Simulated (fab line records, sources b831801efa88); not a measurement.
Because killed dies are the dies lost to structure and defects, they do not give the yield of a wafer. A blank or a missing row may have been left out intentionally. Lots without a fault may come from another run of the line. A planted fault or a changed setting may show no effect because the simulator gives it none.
Problem report, 8D (eight disciplines) form, completed by code ; flow sfq-line ; the parts of the form that need people (team, actions taken, sign-off) are left out

1. PROBLEM STATEMENT
Wafers free of any fault read 0.894 ohm/sq (standard deviation 0.009) for M0_NB_RS at SFQ_M0_RS_MEAS_904, against a mean of 2.374 ohm/sq on 3 wafers of 2 lots. That is +99 or more standard deviations from the usual mean.
The step: measures by four-point-probe.
First seen on wafer L919.6, day 11 16:19, on film-metro-03. At this step, 41 wafers from 14 lots have a number in the record. The rule behind "out" and "out of limits": a value lying over 4 standard deviations away from the usual mean. The rest of the wafers with a number are treated as sound.

2. WHAT IT IS AND WHAT IT IS NOT
question;is;is not
which readings at this step;M0_NB_RS;-
which lots;L919, L922;L903, L904, L905, L907, L908, L909, L910, L911, L912, L914, L915, L926
which wafers of those lots;L919.6, L922.3, L922.6;L919.2, L919.5
read on which gauges;film-metro-03;film-metro-01, film-metro-02
when;from day 11 16:19;"up to then (35 sound wafers); but 3 sound wafers of L926 came after"

3. THE SUSPECTS, EACH WITH WHAT RULES IT OUT
Counting: any tool at a process step up to the reading remains a suspect provided it ran every lot that is out. Sound lots after the first of them don't rule it out here, since some wafers of a struck lot are sound.
- the gauge at SFQ_M0_RS_MEAS_904: ruled out. All the wafers that are out were read on film-metro-03, but those of them that SFQ_TRILAYER_M0_ETCH_METAL_ETCH_024 has rows for are out there too, on other tools.
- pvd-sputter-06 at SFQ_TRILAYER_M0_DEP_SPUTTER_019 (material Nb, target thk 200 nm, time 133.3 s): kept. Ran every lot that is out, first one L919 (day 11 16:12); last sound lot up to then L915 (day 10 10:02).
The count leaves pvd-sputter-06 at SFQ_TRILAYER_M0_DEP_SPUTTER_019.

4. THE CAUSE (what the simulator had put in)
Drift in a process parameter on pvd-sputter-06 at SFQ_TRILAYER_M0_DEP_SPUTTER_019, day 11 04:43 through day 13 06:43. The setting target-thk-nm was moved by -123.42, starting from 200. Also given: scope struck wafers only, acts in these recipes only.
This tool alone remained once counting was done.

5. THE EFFECT CHAIN, in route order
One row per reading whose mean, taken over the struck wafers that have a number, lies over 3 standard deviations from the usual. Only readings whose record carries a usual standard deviation are examined. hours: median over the lots of the time between each lot's start at the first step of this table that gives one and its start at this step. sigmas: the change, counted in usual standard deviations.
hours;step;reading;usual;on struck wafers;change;sigmas
0;SFQ_M0_RS_MEAS_904;M0_NB_RS;0.894 ohm/sq;2.374;+1.480;+99 or more
5;SFQ_TRILAYER_M0_ETCH_METAL_ETCH_024;oes-product-au;0.892 a.u.;0.573;-0.319;-46
Its process steps:
- SFQ_TRILAYER_M0_ETCH_METAL_ETCH_024: etches Nb in Cl2/Ar, stops on SiO2, target depth 240 nm, time 120 s.
Later steps that measure or inspect, where all struck wafers having a row at the step show a number for every such reading and not one has moved that far: SFQ_M1_OVL_MEAS_911.

6. WHAT WOULD HAVE CAUGHT IT SOONER
Counted from the fault's start at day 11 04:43, it took 12 hours until the first out-of-limits reading at a measuring or inspecting step in this record, taken at day 11 16:19.
Tool readings at SFQ_TRILAYER_M0_DEP_SPUTTER_019 with a usual standard deviation given in the record: none out on any struck wafer, hence no alarm at a limit of 4 standard deviations on them.
L922, from the lots that are out (2), started SFQ_TRILAYER_M0_DEP_SPUTTER_019 on pvd-sputter-06 later than day 11 16:19. Had the tool been put on hold then, it would have been spared.
